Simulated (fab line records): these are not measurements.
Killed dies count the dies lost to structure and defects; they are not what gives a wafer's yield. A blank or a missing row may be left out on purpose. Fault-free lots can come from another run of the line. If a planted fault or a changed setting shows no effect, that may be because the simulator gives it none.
fab line records	flow sfq-line
record: lots: 5	wafers: 15	last-day: 88
route steps=325 shown M4@152 I4@163 JJ@178 M5@206 M8@325
lots that met no fault: from a run of the same line without faults
start-h: hours from the record's first day to the start of the lot's first wafer shown	wait-h: hours elapsed since this lot's preceding step	" identical to the entry in the row above	L1.1+2: several wafers, shown together as one row	- no value, or no start given	* or withheld: withheld	< > ~ a bound
route shown NAME@n: names a module that has steps shown in the file, with the first one's number in the route	usual: mean/standard deviation of fault-free wafers	same: alike in all rows	chamber/n: place in a boat	sites: readings site by site	_std_site: how widely they spread, as a standard deviation	_edge_site: outer sites' mean less inner sites'	radius-mm: for every site, how far away it sits from the centre of the wafer	mask NAME#n: copy n	behind: tool/chamber where the wafer was last shaped	hold: the reason the lot was held/the length of the hold in hours/how it ended	device: names the non-switching transistor (n, p or np)	end of line: the same wafers' tests at the end of the route	a step with no rows: only its recipe	killed: not the wafer's yield, but the dies lost to structure and defects at the first sort	map: per-die view of a wafer (x killed, . not killed, _ where there is no die)
set.NAME: the setting that was run; set.NAME@STEP: the one run at that earlier step	model.NAME: the simulator's own value behind a step, which no gauge read
lots at some steps of the route; a table a step, a row a wafer
services: the hour from which a tool's chamber was out of use, counted from the record's first day as start-h (under 0 if before that day), plus the number of hours and why
== steps ==
step: SFQ_TRILAYER_M4_LITHO_COAT_098
recipe: resist: BARC	spin-rpm: 3000	resist-thk-nm: 62
step: SFQ_TRILAYER_M4_LITHO_COAT_093
recipe: resist: KrF	spin-rpm: 3000	resist-thk-nm: 600
step: SFQ_TRILAYER_M4_LITHO_SOFTBAKE_097
recipe: temp-c: withheld	time-s: withheld	resist: KrF
step: SFQ_TRILAYER_M4_LITHO_EXPOSE_094
recipe: mask-id: M4	na: 0.6	source-shape: conventional	sigma-outer: 0.65	target-cd-nm: 500	dose-mj: 14.4
step: SFQ_TRILAYER_M4_LITHO_PEB_096
recipe: peb-temp-c: 115	peb-time-s: 60	resist: KrF
step: SFQ_TRILAYER_M4_LITHO_DEVELOP_095
recipe: time-s: 60	resist: KrF
step: SFQ_M4_OVL_MEAS_926
usual: M4_OVL: -3/5.3
lot.wafer	tool	chamber	start-h	wait-h	M4_OVL[nm]
L923.2	overlay-02	-	1146.24	0.1	0
L923.3	"	-	"	"	-5
L923.6	"	-	"	"	4
L924.2	overlay-02	-	1161.84	0.1	-5
L924.4	"	-	"	"	-4
L924.6	"	-	"	"	-3
L934.1	overlay-02	-	1275.37	0.1	-4
L934.2	"	-	"	"	-10
L934.5	"	-	"	"	-3
L942.1	overlay-02	-	1383.26	0.1	-2
L942.2	"	-	"	"	-1
L942.4	"	-	"	"	3
L946.3	overlay-01	-	1519.13	0.1	2
L946.4	"	-	"	"	-3
L946.6	"	-	"	"	-5
step: SFQ_TRILAYER_M4_BARC_OPEN_METAL_ETCH_123
recipe: mask-material: PR	chemistry: O2	target-depth-nm: 125	target: BARC	icp-w: 600	bias-w: 80	pressure-mtorr: 10	time-s: 41.7
usual: drypump-motor-current-A: 5.67/0.17	oes-product-au: 0.685/0.0047
lot.wafer	tool	chamber	start-h	wait-h	drypump-motor-current-A	oes-product-au	rf-hours-counter-h
L923.2	rie-metal-01	0	1146.27	0.0	5.59	0.679	93
L923.3	"	0	"	"	5.58	0.675	-
L923.6	"	1	"	"	5.61	0.687	-
L924.2	rie-metal-04	1	1161.87	0.0	5.90	0.683	33
L924.4	"	1	"	"	5.90	0.676	-
L924.6	"	1	"	"	5.90	0.678	-
L934.1	rie-metal-01	0	1275.41	0.0	5.58	0.688	115
L934.2	"	1	"	"	5.61	0.684	57
L934.5	"	1	"	"	5.63	0.685	-
L942.1	rie-metal-04	0	1383.30	0.0	5.80	0.686	81
L942.2	"	1	"	"	5.94	0.690	70
L942.4	"	0	"	"	5.78	0.677	-
L946.3	rie-metal-01	1	1519.17	0.0	5.62	0.674	-
L946.4	"	0	"	"	5.59	0.680	-
L946.6	"	0	"	"	5.57	0.680	-
step: SFQ_TRILAYER_M4_ETCH_METAL_ETCH_096
recipe: target: Nb	stop-on: SiO2	mask-material: PR	chemistry: Cl2/Ar	target-depth-nm: 240	icp-w: 600	bias-w: 80	pressure-mtorr: 10	time-s: 120
step: SFQ_TRILAYER_M4_STRIP_STRIP_097
recipe: gas: O2	power-w: 200	platen-temp-c: 40	overash-fraction: 0.65	chemistry: O2	pressure-mtorr: 50
usual: drypump-motor-current-A: 5.67/0.17	oes-product-au: 1.001/0.007
same: overash-fraction: 0.65
lot.wafer	tool	chamber	start-h	wait-h	drypump-motor-current-A	oes-product-au	rf-hours-counter-h
L923.2	rie-metal-01	0	1146.45	0.1	5.57	0.994	93
L923.3	"	0	"	"	5.59	1.009	-
L923.6	"	1	"	"	5.58	0.995	-
L924.2	rie-metal-04	1	1162.05	0.1	5.93	1.003	33
L924.4	"	1	"	"	5.90	0.996	-
L924.6	"	1	"	"	5.94	0.996	-
L934.1	rie-metal-01	0	1275.59	0.1	5.58	0.998	115
L934.2	"	1	"	"	5.64	0.992	57
L934.5	"	1	"	"	5.61	0.995	-
L942.1	rie-metal-04	0	1383.48	0.1	5.77	0.997	81
L942.2	"	1	"	"	5.91	1.004	71
L942.4	"	0	"	"	5.78	0.998	-
L946.3	rie-metal-01	1	1519.54	0.2	5.62	1.003	-
L946.4	"	0	"	"	5.59	1.000	-
L946.6	"	0	"	"	5.60	0.993	-
step: SFQ_TRILAYER_M4_STRIP_SOLV_CLEAN_098
recipe: chemistry: NMP	temp-c: 70	time-s: 600
step: SFQ_TRILAYER_I4_DEP_PECVD_099
recipe: material: SiO2	temp-c: 150	time-s: 111.11	pressure-torr: 2.4	rf-w: 183.3	precursor: SiH4/N2O	target-thk-nm: 500
step: SFQ_TRILAYER_I4_CMP_CMP_100
recipe: material: SiO2	down-force-psi: 3	platen-rpm: 60	pad-velocity-m-s: 0.94248
usual: edge-zone-pressure-frac: 1.000/0.0052	motor-current-A: 10.1/0.98	time-to-endpoint-s: 215/6.7
lot.wafer	tool	chamber	start-h	wait-h	edge-zone-pressure-frac	motor-current-A	time-to-endpoint-s	model.SiO2_of_TRILAYER_I4_DEP_PECVD_099.thk-nm
L923.3	cmp-01	0	1155.53	8.3	1.002	11.2	215	198.5
L923.2	"	3	1157.03	9.8	0.995	11.4	212	200.1
L923.6	"	0	"	"	1.000	11.2	223	199.6
L924.4	cmp-02	1	1184.45	21.4	1.001	10.3	215	201.4
L924.2	"	0	1185.95	22.9	0.992	9.4	208	201.9
L924.6	"	1	"	"	1.004	10.2	221	200.8
L934.2	cmp-01	1	1316.96	40.5	0.995	8.7	210	199.9
L934.1	"	2	"	"	0.999	10.1	218	200.7
L934.5	"	0	1318.46	42.0	0.995	11.1	250	150.1
L942.1	cmp-02	1	1407.27	22.9	1.004	10.0	218	198.6
L942.4	"	2	"	"	1.002	10.7	214	198.9
L942.2	"	0	1408.77	24.4	1.001	9.5	213	198.5
L946.4	cmp-02	1	1520.22	0.0	0.995	10.8	224	200.2
L946.3	"	3	1521.22	1.0	1.002	9.0	224	199.9
L946.6	"	1	1522.22	2.0	0.999	10.6	219	200.8
step: SFQ_I4_BOW_MEAS_927
recipe: mode: bow
usual: I4_BOW: 4/7.5
lot.wafer	tool	chamber	start-h	wait-h	I4_BOW[um]
L923.2	film-metro-01	-	1158.55	1.0	5
L923.3	"	-	"	"	-7
L923.6	"	-	"	"	8
L924.2	film-metro-02	-	1187.47	1.0	2
L924.4	"	-	"	"	0
L924.6	"	-	"	"	16
L934.1	film-metro-04	-	1319.46	1.5	6
L934.2	"	-	"	"	2
L934.5	"	-	"	"	-1
L942.1	film-metro-02	-	1410.27	2.5	0
L942.2	"	-	"	"	-4
L942.4	"	-	"	"	4
L946.3	film-metro-01	-	1523.26	1.5	5
L946.4	"	-	"	"	12
L946.6	"	-	"	"	4
step: SFQ_TRILAYER_I4_METRO_MEASURE_101
usual: thk-nm: 200.1/0.95
lot.wafer	tool	chamber	start-h	wait-h	thk-nm
L923.2	film-metro-01	-	1158.85	0.3	200.1
L923.3	"	-	"	"	198.7
L923.6	"	-	"	"	199.6
L924.2	film-metro-02	-	1187.77	0.3	201.9
L924.4	"	-	"	"	201.5
L924.6	"	-	"	"	200.9
L934.1	film-metro-04	-	1319.58	0.1	200.7
L934.2	"	-	"	"	199.9
L934.5	"	-	"	"	150.1
L942.1	film-metro-02	-	1410.39	0.1	198.6
L942.2	"	-	"	"	198.2
L942.4	"	-	"	"	198.9
L946.3	film-metro-01	-	1523.74	0.5	199.7
L946.4	"	-	"	"	200.2
L946.6	"	-	"	"	200.8
step: SFQ_TRILAYER_I4_VIA_LITHO_COAT_108
recipe: resist: BARC	spin-rpm: 3000	resist-thk-nm: 62
step: SFQ_TRILAYER_I4_VIA_LITHO_COAT_103
recipe: resist: KrF	spin-rpm: 3000	resist-thk-nm: 650
step: SFQ_TRILAYER_I4_VIA_LITHO_SOFTBAKE_107
recipe: temp-c: withheld	time-s: withheld	resist: KrF
step: SFQ_TRILAYER_I4_VIA_LITHO_EXPOSE_104
recipe: mask-id: I4	na: 0.6	source-shape: conventional	sigma-outer: 0.65	target-cd-nm: 700	dose-mj: 21.3
step: SFQ_TRILAYER_I4_VIA_LITHO_PEB_106
recipe: peb-temp-c: 115	peb-time-s: 60	resist: KrF
step: SFQ_TRILAYER_I4_VIA_LITHO_DEVELOP_105
recipe: time-s: 60	resist: KrF
step: SFQ_I4_OVL_MEAS_928
usual: I4_OVL: 1/5.1
lot.wafer	tool	chamber	start-h	wait-h	I4_OVL[nm]
L923.2	overlay-02	-	1227.29	0.1	2
L923.3	"	-	"	"	-6
L923.6	"	-	"	"	2
L924.2	overlay-01	-	1260.98	0.1	4
L924.4	"	-	"	"	8
L924.6	"	-	"	"	4
L934.1	overlay-02	-	1323.03	0.1	1
L934.2	"	-	"	"	4
L934.5	"	-	"	"	7
L942.1	overlay-02	-	1521.52	0.1	0
L942.2	"	-	"	"	0
L942.4	"	-	"	"	7
L946.3	overlay-01	-	1652.45	0.1	-10
L946.4	"	-	"	"	-13
L946.6	"	-	"	"	-4
step: SFQ_TRILAYER_I4_VIA_BARC_OPEN_VIA_ETCH_146
recipe: mask-material: PR	chemistry: O2	target-depth-nm: 125	target: BARC	source-w: 500	bias-w: 80	pressure-mtorr: 30	time-s: 41.7
step: SFQ_TRILAYER_I4_VIA_ETCH_VIA_ETCH_106
recipe: target: SiO2	stop-on: Nb	mask-material: PR	taper-deg: 20	chemistry: CHF3	target-depth-nm: 260	source-w: 500	bias-w: 80	pressure-mtorr: 30	time-s: withheld
usual: drypump-motor-current-A: 5.8/0.5	oes-product-au: 0.855/0.0051
lot.wafer	tool	chamber	start-h	wait-h	drypump-motor-current-A	oes-product-au	model.I4.feature-depth-nm	model.etch.depth-nm
L923.2	rie-diel-02	2	1227.36	0.0	5.4	0.850	200.1	200.1
L923.3	"	3	"	"	5.7	0.855	198.5	198.5
L923.6	"	1	"	"	5.2	0.855	199.6	199.6
L924.2	rie-diel-03	0	1261.04	0.0	6.3	0.866	201.9	201.9
L924.4	"	3	"	"	5.9	0.857	201.4	201.4
L924.6	"	0	"	"	6.3	0.858	200.8	200.8
L934.1	rie-diel-02	2	1323.10	0.0	5.4	0.856	200.7	200.7
L934.2	"	0	"	"	5.8	0.852	199.9	199.9
L934.5	"	1	"	"	5.2	0.737	150.1	150.1
L942.1	rie-diel-02	0	1521.59	0.0	5.9	0.847	198.6	198.6
L942.2	"	1	"	"	5.2	0.853	198.5	198.5
L942.4	"	3	"	"	5.7	0.848	198.9	198.9
L946.3	rie-diel-03	2	1652.52	0.0	5.3	0.846	199.9	199.9
L946.4	"	1	"	"	6.6	0.854	200.2	200.2
L946.6	"	3	"	"	5.9	0.864	200.8	200.8
step: SFQ_TRILAYER_I4_VIA_STRIP_STRIP_107
recipe: gas: O2	power-w: 200	platen-temp-c: 40	overash-fraction: 0.65	chemistry: O2	pressure-mtorr: 50
step: SFQ_TRILAYER_I4_VIA_STRIP_SOLV_CLEAN_108
recipe: chemistry: NMP	temp-c: 70	time-s: 600
step: SFQ_TRILAYER_JJ_TRILAYER_DEP_PRE_CLEAN_113
recipe: gas: Ar	time-s: 22.5	bias-v: 250
step: SFQ_TRILAYER_JJ_TRILAYER_DEP_SPUTTER_109
recipe: material: Nb	base-pressure-pa: 1.33e-06	chamber-pressure-pa: 0.1333	substrate-temp-c: 20	target-thk-nm: 150	power-w: 2000	time-s: 100
usual: throttle-valve-pct: 30.0/0.78
lot.wafer	tool	chamber	start-h	wait-h	throttle-valve-pct
L923.2	pvd-sputter-05	-	1228.29	0.0	30.1
L923.3	"	-	"	"	29.5
L923.6	"	-	"	"	28.4
L924.2	pvd-sputter-06	-	1261.96	0.0	31.1
L924.4	"	-	"	"	30.2
L924.6	"	-	"	"	30.6
L934.1	pvd-sputter-05	-	1324.02	0.0	30.3
L934.2	"	-	"	"	29.4
L934.5	"	-	"	"	28.5
L942.1	pvd-sputter-06	-	1522.54	0.0	30.2
L942.2	"	-	"	"	30.5
L942.4	"	-	"	"	31.1
L946.3	pvd-sputter-06	-	1653.44	0.0	30.4
L946.4	"	-	"	"	30.2
L946.6	"	-	"	"	31.0
step: SFQ_TRILAYER_JJ_TRILAYER_DEP_SPUTTER_110
recipe: material: Al	base-pressure-pa: 1.33e-06	target-thk-nm: 8	power-w: 500	time-s: 10	chamber-pressure-pa: 0.4
usual: throttle-valve-pct: 30.1/0.8
lot.wafer	tool	chamber	start-h	wait-h	throttle-valve-pct
L923.2	pvd-sputter-05	-	1228.36	0.0	30.2
L923.3	"	-	"	"	29.3
L923.6	"	-	"	"	28.5
L924.2	pvd-sputter-06	-	1262.03	0.0	31.1
L924.4	"	-	"	"	30.4
L924.6	"	-	"	"	30.6
L934.1	pvd-sputter-05	-	1324.09	0.0	30.4
L934.2	"	-	"	"	29.4
L934.5	"	-	"	"	28.5
L942.1	pvd-sputter-06	-	1522.62	0.0	30.3
L942.2	"	-	"	"	30.4
L942.4	"	-	"	"	31.0
L946.3	pvd-sputter-06	-	1653.51	0.0	30.2
L946.4	"	-	"	"	30.2
L946.6	"	-	"	"	30.9
step: SFQ_TRILAYER_JJ_TRILAYER_DEP_AL_OXIDATION_111
recipe: pressure-mbar: 0.014667	oxidation-time-s: 600	temperature-k: 293
step: SFQ_TRILAYER_JJ_TRILAYER_DEP_SPUTTER_112
recipe: material: Nb	base-pressure-pa: 1.33e-06	chamber-pressure-pa: 0.1333	substrate-temp-c: 20	target-thk-nm: 170	power-w: 2000	time-s: 113.3
usual: throttle-valve-pct: 30.0/0.79
lot.wafer	tool	chamber	start-h	wait-h	throttle-valve-pct
L923.2	pvd-sputter-05	-	1229.39	0.5	30.0
L923.3	"	-	"	"	29.0
L923.6	"	-	"	"	28.7
L924.2	pvd-sputter-06	-	1263.06	0.5	30.9
L924.4	"	-	"	"	30.5
L924.6	"	-	"	"	30.5
L934.1	pvd-sputter-05	-	1325.11	0.5	30.4
L934.2	"	-	"	"	29.5
L934.5	"	-	"	"	28.3
L942.1	pvd-sputter-06	-	1523.64	0.5	30.6
L942.2	"	-	"	"	30.2
L942.4	"	-	"	"	31.0
L946.3	pvd-sputter-06	-	1654.53	0.5	30.4
L946.4	"	-	"	"	30.2
L946.6	"	-	"	"	30.9
step: SFQ_JJ_RS_MEAS_929
recipe: thk-meas-gauge: four-point-probe	reads: Nb_of_TRILAYER_JJ_TRILAYER_DEP_SPUTTER_112
usual: JJ_NB_RS: 1.048/0.01
lot.wafer	tool	chamber	start-h	wait-h	JJ_NB_RS[ohm/sq]
L923.2	film-metro-03	-	1229.49	0.1	1.047
L923.3	"	-	"	"	1.047
L923.6	"	-	"	"	1.041
L924.2	film-metro-02	-	1263.16	0.1	1.047
L924.4	"	-	"	"	1.049
L924.6	"	-	"	"	1.040
L934.1	film-metro-03	-	1325.19	0.0	1.064
L934.2	"	-	"	"	1.048
L934.5	"	-	"	"	1.059
L942.1	film-metro-02	-	1523.72	0.0	1.051
L942.2	"	-	"	"	1.051
L942.4	"	-	"	"	1.052
L946.3	film-metro-03	-	1654.65	0.1	1.057
L946.4	"	-	"	"	1.058
L946.6	"	-	"	"	1.067
step: SFQ_TRILAYER_JJ_CE_LITHO_COAT_119
recipe: resist: BARC	spin-rpm: 3000	resist-thk-nm: 62
step: SFQ_TRILAYER_JJ_CE_LITHO_COAT_114
recipe: resist: KrF	spin-rpm: 3000	resist-thk-nm: 600
step: SFQ_TRILAYER_JJ_CE_LITHO_SOFTBAKE_118
recipe: temp-c: withheld	time-s: withheld	resist: KrF
step: SFQ_TRILAYER_JJ_CE_LITHO_EXPOSE_115
recipe: mask-id: J5	na: 0.6	source-shape: conventional	sigma-outer: 0.65	target-cd-nm: 700	dose-mj: 14.4
step: SFQ_TRILAYER_JJ_CE_LITHO_PEB_117
recipe: peb-temp-c: 115	peb-time-s: 60	resist: KrF
step: SFQ_TRILAYER_JJ_CE_LITHO_DEVELOP_116
recipe: time-s: 60	resist: KrF
step: SFQ_JJ_OVL_MEAS_931
usual: J5_OVL: -3/4.8
lot.wafer	tool	chamber	start-h	wait-h	J5_OVL[nm]
L923.2	overlay-01	-	1299.33	0.1	-7
L923.3	"	-	"	"	-14
L923.6	"	-	"	"	-12
L924.2	overlay-01	-	1302.95	0.1	-3
L924.4	"	-	"	"	0
L924.6	"	-	"	"	-2
L934.1	overlay-01	-	1437.39	0.1	-6
L934.2	"	-	"	"	-9
L934.5	"	-	"	"	-7
L942.1	overlay-02	-	1526.27	0.1	-5
L942.2	"	-	"	"	-3
L942.4	"	-	"	"	-5
L946.3	overlay-02	-	1775.47	0.1	-10
L946.4	"	-	"	"	-7
L946.6	"	-	"	"	-7
step: SFQ_TRILAYER_JJ_CE_METRO_MEASURE_117
step: SFQ_TRILAYER_JJ_CE_BARC_OPEN_RIE_150
recipe: mask-material: PR	chemistry: O2	target-depth-nm: 240	target: BARC	icp-w: 600	bias-w: 80	pressure-mtorr: 10	time-s: 80
step: SFQ_TRILAYER_M5_ETCH_METAL_ETCH_126
recipe: target: Nb	stop-on: SiO2	mask-material: PR	over-etch-frac: 0.15	time-s: 203.2	chemistry: Cl2/BCl3	target-depth-nm: 265	icp-w: 600	bias-w: 80	pressure-mtorr: 10
usual: drypump-motor-current-A: 6.0/0.35	oes-product-au: 0.731/0.0055
same: over-etch-frac: 0.15
lot.wafer	tool	chamber	start-h	wait-h	drypump-motor-current-A	oes-product-au	rf-hours-counter-h	model.SiO2_of_TRILAYER_I4_DEP_PECVD_099.thk-nm
L923.2	rie-metal-04	1	1404.12	0.0	5.9	0.722	74	180.2
L923.3	"	0	"	"	5.8	0.726	-	178.8
L923.6	"	0	"	"	5.8	0.720	-	179.8
L924.2	rie-metal-04	1	1411.09	0.0	5.9	0.734	76	182.1
L924.4	"	0	"	"	5.8	0.733	-	181.9
L924.6	"	1	"	"	5.9	0.729	-	181.1
L934.1	rie-metal-02	0	1561.21	0.0	5.7	0.730	110	180.8
L934.2	"	1	"	"	5.4	0.732	32	179.9
L934.5	"	0	"	"	5.7	0.720	-	130.2
L942.1	rie-metal-03	1	1653.74	0.0	6.0	0.732	85	178.5
L942.2	"	0	"	"	6.5	0.736	18	178.7
L942.4	"	0	"	"	6.4	0.732	-	179.2
L946.3	rie-metal-03	0	1781.49	0.1	6.5	0.735	-	180.2
L946.4	"	1	"	"	6.0	0.738	-	180.3
L946.6	"	0	"	"	6.4	0.727	-	181
step: SFQ_M8_BOW_MEAS_951
recipe: mode: bow
usual: M8_BOW: 9/7.9
lot.wafer	tool	chamber	start-h	wait-h	M8_BOW[um]	model.etest.i4.link-ohm
L923.2	film-metro-04	-	1928.48	0.0	1	2.19
L923.3	"	-	"	"	-11	2.189
L923.6	"	-	"	"	2	2.208
L924.2	film-metro-02	-	1994.10	0.0	6	2.179
L924.4	"	-	"	"	5	2.163
L924.6	"	-	"	"	18	2.172
L934.1	film-metro-02	-	2025.67	0.0	10	2.174
L934.2	"	-	"	"	7	2.17
L934.5	"	-	"	"	2	2.174
L942.1	film-metro-02	-	2069.28	0.0	3	2.164
L942.2	"	-	"	"	-1	2.171
L942.4	"	-	"	"	6	2.168
L946.3	film-metro-02	-	2114.95	0.0	10	2.186
L946.4	"	-	"	"	17	2.156
L946.6	"	-	"	"	10	2.174
== services ==
tool	chamber	start-h	hours	kind
rie-metal-01	0	1168.97	6.5	repair
pvd-sputter-05	-	1214.02	5.2	repair
pvd-sputter-06	-	1228.81	0.6	repair
rie-metal-01	1	1244.02	14.1	repair
rie-metal-04	1	1246.41	6.7	repair
pvd-sputter-05	-	1257.96	4.9	repair
pvd-sputter-06	-	1287.46	3.6	repair
pvd-sputter-05	-	1298.58	2.7	repair
rie-metal-01	-	1348.45	2.8	pm
pvd-sputter-05	-	1351.88	25.4	repair
rie-metal-04	-	1391.62	0.8	repair
rie-metal-01	-	1396.64	14.6	pm
pvd-sputter-05	-	1458.54	10.3	repair
pvd-sputter-05	-	1524.24	2.1	repair
pvd-sputter-05	-	1600.51	5.0	repair
rie-metal-01	-	1608.60	0.2	repair
pvd-sputter-05	-	1641.96	2.7	repair
rie-metal-04	0	1660.49	6.5	repair
rie-metal-04	1	1662.43	19.2	repair
pvd-sputter-05	-	1674.48	0.5	repair
pvd-sputter-05	-	1689.00	5.1	repair
rie-metal-04	-	1695.41	1.2	repair
pvd-sputter-05	-	1727.06	2.3	repair
pvd-sputter-05	-	1756.80	9.1	repair
== key ==
first-sign: step: SFQ_TRILAYER_I4_CMP_CMP_100	reading: time-to-endpoint-s	direction: up	sigmas: 5.2	usual: *	struck: *
effect: step: SFQ_TRILAYER_I4_METRO_MEASURE_101	reading: thk-nm	direction: down	sigmas: 53	usual: 200.1	struck: 150.1
effect: step: SFQ_TRILAYER_I4_VIA_ETCH_VIA_ETCH_106	reading: oes-product-au	direction: down	sigmas: 23	usual: 0.855	struck: 0.737
model-effect: step: SFQ_TRILAYER_I4_CMP_CMP_100	value: SiO2_of_TRILAYER_I4_DEP_PECVD_099.thk-nm	without: 200.1	struck: 150.1
model-effect: step: SFQ_TRILAYER_I4_VIA_ETCH_VIA_ETCH_106	value: I4.feature-depth-nm	without: 200.1	struck: 150.1
model-effect: step: SFQ_TRILAYER_M5_ETCH_METAL_ETCH_126	value: SiO2_of_TRILAYER_I4_DEP_PECVD_099.thk-nm	without: 180.2	struck: 130.2
model-effect: step: SFQ_M8_BOW_MEAS_951	value: etest.i4.link-ohm	without: 2.198	struck: 2.174
met-at SFQ_TRILAYER_I4_CMP_CMP_100
struck-wafers L934.5
onset-between 1155.53 1316.96
fault: kind: process-parameter-drift	tool: cmp-01	chamber: -	onset-h: 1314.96	steps: SFQ_TRILAYER_I4_CMP_CMP_100	channel: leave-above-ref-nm	offset: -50	shape: step	end-h: 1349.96	scope: struck-wafers-only	acts-in: these-recipes-only	stated: 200
